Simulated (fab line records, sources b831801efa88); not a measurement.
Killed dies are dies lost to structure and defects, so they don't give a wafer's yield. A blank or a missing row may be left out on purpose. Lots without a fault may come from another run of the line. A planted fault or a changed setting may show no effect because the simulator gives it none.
A sampling plan put to the test | flow gf180mcu | one fab line, 4 faults that these records tell of, each judged on the records of the lots that it struck
The plan is the line's own looks: the steps of the route at which a gauge or an inspection reads the wafer and doesn't change it. A look can be judged if struck wafers have a number there and the file gives its usual mean and standard deviation on fault-free wafers. Caught: at a look after the fault's first step, the mean of the struck wafers lies 4 or more of those standard deviations (sigma) from the usual mean. On the tool: the same test on the tool's own readings at the fault's steps. Another recipe on the struck wafers, or a record that is blank for them alone, also counts as caught.

THE FAULTS, as the simulator had put them in
1. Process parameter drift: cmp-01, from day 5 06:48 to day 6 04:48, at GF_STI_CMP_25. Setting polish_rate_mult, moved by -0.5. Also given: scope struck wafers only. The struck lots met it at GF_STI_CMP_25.
2. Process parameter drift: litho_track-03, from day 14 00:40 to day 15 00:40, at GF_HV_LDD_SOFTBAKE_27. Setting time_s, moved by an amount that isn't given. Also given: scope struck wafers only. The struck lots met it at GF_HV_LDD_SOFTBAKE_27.
3. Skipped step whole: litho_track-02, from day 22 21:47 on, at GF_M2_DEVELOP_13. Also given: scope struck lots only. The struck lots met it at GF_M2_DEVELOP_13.
4. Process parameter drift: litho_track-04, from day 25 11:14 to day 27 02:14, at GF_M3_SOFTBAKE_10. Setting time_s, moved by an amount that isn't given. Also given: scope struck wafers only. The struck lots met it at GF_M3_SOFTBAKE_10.

WHAT THE PLAN SAW
fault | on the tool itself                               | first look that catches it                      | reading, sigma | median hours from its first step to that look | hours from the fault's start to the first struck lot there | judged looks passed uncaught
1     | time_to_endpoint_s +15 sigma                     | none of the 2 looks that can be judged after it | -              | -                                             | -                                                          | 2
2     | run_length_s +25 sigma                           | not the one look that can be judged after it    | -              | -                                             | -                                                          | 1
3     | the tool's record is blank for the struck wafers | no look after it can be judged                  | -              | -                                             | -                                                          | 0
4     | heater_power_total_W +47 sigma                   | no look after it can be judged                  | -              | -                                             | -                                                          | 0
A dash: the fault isn't caught, or these records don't give the number.

Caught at a look: 0 of 4. Caught on the tool: 4 of 4. By one or the other: 4 of 4.
Caught on the tool alone: faults 1, 2, 3, 4.
